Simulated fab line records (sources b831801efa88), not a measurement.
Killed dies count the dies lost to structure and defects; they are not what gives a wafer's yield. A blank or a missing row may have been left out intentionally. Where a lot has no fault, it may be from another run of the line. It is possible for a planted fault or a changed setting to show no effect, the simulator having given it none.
Code-filled problem report in 8D (eight disciplines) form	flow sfq line	the parts of the form that need people (team, actions taken, sign-off) are left out

## 1. THE ISSUE
Wafers free of any fault read 0.893 ohm/sq (standard deviation 0.0073) for M2_NB_RS at SFQ_M2_RS_MEAS_914, against a mean of 3.006 ohm/sq on 6 wafers of 2 lots. So: +99 or more standard deviations from the usual mean.
The step: measures by four-point-probe.
Earliest sighting: wafer L888.1 on film metro-04 at day 36 12:21. The record holds 42 wafers of 14 lots with a number at this step. By rule, "out" or "out of limits" means more than 4 standard deviations away from the usual mean. The other wafers with a number count as sound.

## 2. WHAT IT IS, WHAT IT ISN'T
question	is	is not
which readings at this step	M2_NB_RS	-
which lots	L888, L889	L876, L877, L878, L879, L881, L882, L891, L894, L895, L897, L898, L899
which wafers of those lots	all that have a number	-
read on which gauges	film metro-01, film metro-04	film metro-02
when	from day 36 12:21	up to then (18 sound wafers); but 18 sound wafers of L891, L894, L895, L897, L898, L899 came after

## 3. THE SUSPECTS, EACH WITH WHAT RULES IT OUT
Counting: a tool at any process step up to the reading remains a suspect when it ran all the lots that are out and ran no sound lot after the first of those.
- the gauge at SFQ_M2_RS_MEAS_914 is ruled out. Those wafers that are out were read across 2 gauges (film metro-01, film metro-04).
- pvd sputter-03 at SFQ_TRILAYER_M2_DEP_SPUTTER_055 (material Nb, target thk 200 nm, time 133.3 s): ruled out as a lasting fault. Sound lots L895, L897 ran on it after its first lot that is out, L888 (day 36 12:16).
Left after counting: nothing in the record.

## 4. THE CAUSE (what the simulator had put in)
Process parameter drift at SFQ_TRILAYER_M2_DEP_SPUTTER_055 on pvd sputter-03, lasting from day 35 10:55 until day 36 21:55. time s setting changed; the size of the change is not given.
It was ruled out by counting, in error; the rule expects a fault to strike all lots run on its tool from its start on, and this fault did not.

## 5. THE CHAIN OF EFFECTS, in route order
Each row: a reading where the mean over the struck wafers with a number is more than 3 standard deviations away from the usual. Readings are gone through only where the record gives a usual standard deviation; hours: the median, over the lots, of the time from a lot's start at the first step in this table giving one to that lot's start at this step; sigmas: the change measured in usual standard deviations.
hours	step	reading	usual	on struck wafers	change	sigmas
0	SFQ_M2_RS_MEAS_914	M2_NB_RS	0.893 ohm/sq	3.006	+2.113	+99 or more
132	SFQ_TRILAYER_M2_ETCH_METAL_ETCH_060	oes product au	0.893 a.u.	0.531	-0.362	-60
The process steps in it:
- SFQ_TRILAYER_M2_ETCH_METAL_ETCH_060: etches Nb in Cl2/Ar, stops on SiO2, target depth 240 nm, time 120 s.

## 6. WHAT WOULD HAVE CAUGHT IT SOONER
Counted from the fault's start at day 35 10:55, it took 25 hours until the first out-of-limits reading at a measuring or inspecting step in this record, taken at day 36 12:21.
An alarm limit of 4 standard deviations would not have fired on the tool readings at SFQ_TRILAYER_M2_DEP_SPUTTER_055 for which the record gives a usual standard deviation, since none of them was out on any struck wafer.
